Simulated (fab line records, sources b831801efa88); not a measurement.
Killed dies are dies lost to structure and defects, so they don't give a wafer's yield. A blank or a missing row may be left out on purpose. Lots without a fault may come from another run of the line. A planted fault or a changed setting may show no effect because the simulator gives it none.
Chamber matching | flow gf180mcu | GF_V4_CMP_04 on cmp-02: 4 sister chambers
The step polishes SiO2. 7 wafers are shown with their chamber, then 7 later ones without.

WAFERS WITH THEIR CHAMBER
wafer  | chamber | motor_current_A (A) | time_to_endpoint_s (s)
L389.5 | 1       | 15.4                | 80
L390.6 | 2       | 10.7                | 85
L392.1 | 2       | 11.4                | 76
L392.3 | 3       | 13.5                | 73
L392.4 | 0       | 13.7                | 80
L396.2 | 1       | 14.5                | 76
L396.3 | 0       | 13.6                | 90

WAFERS WITHOUT THEIR CHAMBER
wafer  | motor_current_A (A) | time_to_endpoint_s (s)
L396.4 | 11.5                | 85
L407.1 | 13.1                | 88
L407.4 | 13.9                | 76
L407.6 | 12.4                | 86
L408.1 | 13.8                | 84
L408.4 | 13.7                | 86
L408.5 | 13.3                | 90

WHICH CHAMBER EACH WENT THROUGH
wafer  | from the rows above          | in truth
L396.4 | 2                            | 2
L407.1 | can't be placed: 0 or 3      | 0
L407.4 | can't be placed: 3 or 0 or 1 | 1
L407.6 | can't be placed: 0 or 2 or 3 | 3
L408.1 | can't be placed: 0 or 3      | 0
L408.4 | 0                            | 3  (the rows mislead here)
L408.5 | can't be placed: 0 or 3      | 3
Placed correctly: 1 of 7. Can't be placed from these rows: 5 (the true chamber is among the candidates in 5). Placed wrongly: 1.
How it was worked out, from the rows above alone: a wafer's distance from a chamber is the root of the sum, over the readings, of the square of ((its reading less the chamber's mean) divided by the reading's scatter). The wafer belongs to the nearest chamber; if the next one is less than 2 further off, it can't be placed. A chamber's mean is the mean of its shown wafers. The scatter: the root of (the sum of the squares of (reading less its chamber's mean) over the shown wafers, divided by (wafers less chambers)).
